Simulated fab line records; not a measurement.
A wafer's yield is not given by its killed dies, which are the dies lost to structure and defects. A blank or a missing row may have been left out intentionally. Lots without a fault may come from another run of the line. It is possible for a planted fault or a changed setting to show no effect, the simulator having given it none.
A single fault, viewed from 2 desks -- flow sky130 -- every desk sees just its own numbers, and what lay behind them comes last

== AT THE METROLOGY DESK ==
Lot by lot, what the gauges showed, no matter which tool ran the lot: averages of those sampled wafers that carry a number. The brackets show how far a lot's mean lies from the usual mean; more than 4 standard deviations puts the lot out of limits, marked OUT.
Columns: A = SPACER_CVD_00_THK at SKY_SPACER_THK_MEAS_01, usual 43.2 nm; B = cd_nm at SKY_POLY_CUT_CD_MEAS_08, usual 270.5 nm; C = POLY_CUT_OVL at SKY_POLY_CUT_OVL_MEAS_09, usual -2 nm
lot,first seen here,A,B,C
L592,day 24 01:07,43.9,269.3,-10
L598,day 27 04:44,43.0,271.6,-8
L604,day 28 13:05,43.1,269.0,0
L605,day 28 22:55,43.4,272.3,7
L609,day 30 00:44,43.5,269.6,5
L610,day 31 00:57,43.2,269.3,-3
This desk's verdict: no lot among the 6 shows anything out of limits.

== THE TOOL OWNER'S DESK: rie_diel-03 ==
The tool's own readings at SKY_POLY_CUT_ETCH_10 (etches BARC in N2/H2, stops on SiO2, time 45.9 s, target depth 60 nm): means of the sampled wafers that have a number, for each lot that ran on this tool. The brackets show how far a lot's mean lies from the usual mean; more than 4 standard deviations puts the lot out of limits, marked OUT.
Columns: A = drypump_motor_current_A at SKY_POLY_CUT_ETCH_10, usual 5.7 A; B = oes_product_au at SKY_POLY_CUT_ETCH_10, usual 0.855 a.u.; C = run_length_s at SKY_POLY_CUT_ETCH_10, usual 74.3 s; D = throttle_valve_pct at SKY_POLY_CUT_ETCH_10, usual 13.225 %
lot,first seen here,A,B,C,D
L598,day 28 09:36,6.5,0.861,74.5,13.219
L604,day 29 18:00,5.3,0.833 (-4.6) OUT,76.0,13.216
L605,day 30 03:13,5.9,0.828 (-5.6) OUT,76.8 (+5.4) OUT,13.219
This desk's finding: out of limits on L604, L605; first on L604, day 29 18:00 (oes_product_au at SKY_POLY_CUT_ETCH_10). L598: within limits.

== PUT TOGETHER ==
The tool owner's desk had the chance to raise an alarm at day 29 18:00 on L604, L605.
Metrology desk: nothing out of limits seen.
The metrology desk has L604, L605 on record, within its limits.
The lots listed all ran SKY_POLY_CUT_ETCH_10 on rie_diel-03.

== WHAT HAD BEEN PUT IN BY THE SIMULATOR ==
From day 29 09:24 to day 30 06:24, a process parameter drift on rie_diel-03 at SKY_POLY_CUT_ETCH_10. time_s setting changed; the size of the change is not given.
Struck lots among those shown: L604, L605.
Hours from the fault's start to each desk's first reading out of limits: the tool owner's desk, 9.
